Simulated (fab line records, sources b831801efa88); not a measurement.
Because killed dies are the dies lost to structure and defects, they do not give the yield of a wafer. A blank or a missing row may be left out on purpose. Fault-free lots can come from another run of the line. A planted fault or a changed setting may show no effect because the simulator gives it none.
Matching of chambers	flow gf180mcu	3 sister chambers for GF_PASSIVATION_CVD_02 on pecvd-03
The step deposits Si3N4, target thk 700 nm, time 486.18 s. 3 wafers are shown with their chamber, then 10 later ones without.

## EACH WAFER AND ITS CHAMBER
wafer	chamber	heater-power-w (W)
L447.3	0	813
L452.2	1	694
L452.3	2	712

## WAFERS WHOSE CHAMBER IS MISSING
wafer	heater-power-w (W)
L452.4	716
L453.3	710
L453.5	690
L453.6	821
L454.1	670
L454.2	792
L454.3	582
L456.1	652
L456.5	833
L456.6	635

## CHAMBER TAKEN BY EACH
wafer	from the rows above	in truth
L452.4	can't be placed: 2 or 1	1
L453.3	can't be placed: 2 or 1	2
L453.5	can't be placed: 1 or 2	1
L453.6	0	0
L454.1	can't be placed: 1 or 2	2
L454.2	can't be placed: 0 or 2 or 1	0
L454.3	can't be placed: 1 or 2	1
L456.1	can't be placed: 1 or 2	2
L456.5	0	0
L456.6	can't be placed: 1 or 2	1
Placed correctly: 2 of 10. Unplaceable from these rows: 8, with the true chamber sitting among the candidates in 8. Number placed wrongly: 0.
How it was worked out, from the rows above alone: a wafer's distance from a chamber is the root of the sum, over the readings, of the square of ((its reading less the chamber's mean) divided by the reading's scatter). The wafer belongs to the nearest chamber; if the next one is less than 2 further off, it can't be placed. A chamber's mean is the mean of its shown wafers. The scatter: with one shown wafer a chamber, the root of the mean of the squares of how far each hidden wafer lies from its nearest shown one.
